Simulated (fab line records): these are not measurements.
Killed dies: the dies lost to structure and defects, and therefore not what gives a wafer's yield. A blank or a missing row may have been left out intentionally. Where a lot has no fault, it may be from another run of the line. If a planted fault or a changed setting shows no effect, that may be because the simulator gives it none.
A single fault, viewed from 2 desks + flow gf180mcu + every desk sees just its own numbers, and what lay behind them comes last

== THE TOOL OWNER'S DESK: pvd sputter-03 ==
The tool's own readings at GF_M2_SPUTTER_04 (material TiN, target thk 50 nm, time 41.7 s): means of the sampled wafers that have a number, for each lot that ran on this tool. A lot is out of limits, marked OUT, if its mean lies more than 4 standard deviations from the usual mean; the brackets give that distance.
Columns: A = cathode dc power W at GF_M2_SPUTTER_04, usual 6500.1 W; B = chamber pressure pa at GF_M2_SPUTTER_04, usual 0.4001 Pa; C = throttle valve pct at GF_M2_SPUTTER_04, usual 29.8 %
| lot  | first seen here | A                        | B      | C    |
|------|-----------------|--------------------------|--------|------|
| L400 | day 18 07:13    | 6499.4                   | 0.4004 | 29.4 |
| L405 | day 20 05:49    | 6499.3                   | 0.3999 | 29.9 |
| L408 | day 21 11:13    | 6500.6                   | 0.4003 | 30.4 |
| L410 | day 22 02:40    | 7676.9 (+99 or more) OUT | 0.3996 | 30.3 |
| L411 | day 22 15:59    | 7676.9 (+99 or more) OUT | 0.3998 | 30.0 |
| L420 | day 25 04:59    | 6500.2                   | 0.3997 | 29.9 |
| L423 | day 26 05:02    | 6501.6                   | 0.4000 | 30.0 |
This desk's verdict: out of limits on L410, L411, starting with L410 at day 22 02:40 (cathode dc power W at GF_M2_SPUTTER_04). L400, L405, L408, L420, L423 stayed within limits.

== METROLOGY DESK ==
What the gauges read, lot by lot, whatever tool the lot ran on: means of the sampled wafers that have a number. A lot is out of limits, marked OUT, if its mean lies more than 4 standard deviations from the usual mean; the brackets give that distance.
Columns: A = M2_ALCU_RS at GF_M2_RS_MEAS_05, usual 0.0697 ohm/sq
| lot  | first seen here | A      |
|------|-----------------|--------|
| L400 | day 18 07:16    | 0.0703 |
| L402 | day 19 04:35    | 0.0691 |
| L405 | day 20 05:54    | 0.0694 |
| L408 | day 21 11:15    | 0.0707 |
| L410 | day 22 02:44    | 0.0698 |
| L411 | day 22 16:01    | 0.0715 |
| L418 | day 24 18:33    | 0.0690 |
| L419 | day 24 22:59    | 0.0689 |
| L420 | day 25 05:03    | 0.0696 |
| L421 | day 25 19:15    | 0.0704 |
| L422 | day 25 23:41    | 0.0700 |
| L423 | day 26 05:04    | 0.0686 |
Result from this desk: across the 12 lots, nothing is out of limits.

== BROUGHT TOGETHER ==
The tool owner's desk could have raised an alarm at day 22 02:40, on L410, L411.
The metrology desk saw nothing out of limits.
The metrology desk has L410, L411 on record, within its limits.
Of the lots named, all ran GF_M2_SPUTTER_04 on pvd sputter-03.

== WHAT WAS PUT IN BY THE SIMULATOR ==
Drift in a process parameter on pvd sputter-03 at GF_M2_SPUTTER_04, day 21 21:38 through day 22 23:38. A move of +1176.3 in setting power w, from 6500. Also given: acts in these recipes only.
Shown lots that were struck: L410, L411.
Hours from the fault's start to each desk's first reading out of limits: the tool owner's desk, 5.
